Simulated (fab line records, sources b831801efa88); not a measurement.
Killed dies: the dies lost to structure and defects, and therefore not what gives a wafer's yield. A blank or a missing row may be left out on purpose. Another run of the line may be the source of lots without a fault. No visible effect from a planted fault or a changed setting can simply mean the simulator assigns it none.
8D (eight disciplines) problem report, filled in by code / flow gf180mcu / the parts of the form that need people (team, actions taken, sign-off) are left out

== 1. PROBLEM STATEMENT ==
beam-energy-keV at GF_VT_IMPLANT_IMPLANT_08 reads a mean of 20.737 on 6 wafers of 2 lots; wafers without a fault read 20.002 with a standard deviation of 0.007. So: +99 or more standard deviations from the usual mean.
Earliest sighting: wafer L274.1 on implanter-01 at day 10 08:17. Wafers with a number at this step in the record: 39, from 13 lots. The rule behind "out" and "out of limits": a value lying over 4 standard deviations away from the usual mean. All remaining wafers that have a number are taken as sound.

== 2. WHAT IT IS AND WHAT IT IS NOT ==
question=which readings at this step | is=beam-energy-keV | is not=-
question=which lots | is=L274, L276 | is not=L257, L259, L260, L261, L263, L266, L268, L277, L278, L279, L280
question=which wafers of those lots | is=all that have a number | is not=-
question=read on which tools | is=implanter-01 | is not=implanter-02, implanter-03
question=when | is=from day 10 08:17 | is not=up to then (21 sound wafers); but 12 sound wafers of L277, L278, L279, L280 came after

== 3. THE SUSPECTS, EACH WITH WHAT RULES IT OUT ==
Counting: a tool at a process step up to the reading stays a suspect if it ran every lot that is out and no sound lot after the first of them.
- implanter-01 at GF_VT_IMPLANT_IMPLANT_08: kept. All lots that are out passed through it, beginning with L274 at day 10 08:17, and no sound lot followed; its final sound lot before that point was L268 at day 8 19:48. Its own beam-energy-keV readings are out on those wafers.
The count leaves implanter-01 at GF_VT_IMPLANT_IMPLANT_08.

== 4. THE CAUSE (what the simulator had put in) ==
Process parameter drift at GF_VT_IMPLANT_IMPLANT_08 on implanter-01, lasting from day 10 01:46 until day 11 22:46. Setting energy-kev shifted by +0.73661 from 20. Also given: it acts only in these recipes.
Counting left only this tool.

== 5. THE EFFECT CHAIN, in route order ==
One row per reading whose mean, taken over the struck wafers that have a number, lies over 3 standard deviations from the usual. Only readings for which the record gives a usual standard deviation are gone through. hours: the time from each lot's start at the first step in this table that gives one to its start at this step, as a median over the lots. sigmas: the change in usual standard deviations.
hours=0; step=GF_VT_IMPLANT_IMPLANT_08; reading=beam-energy-keV; usual=20.002; on struck wafers=20.737; change=+0.735; sigmas=+99 or more
Here are the process steps it includes:
- GF_VT_IMPLANT_IMPLANT_08

== 6. HOW IT WOULD HAVE BEEN CAUGHT EARLIER ==
First out-of-limits reading in this record: day 10 08:17, which is 7 hours after fault onset at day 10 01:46.
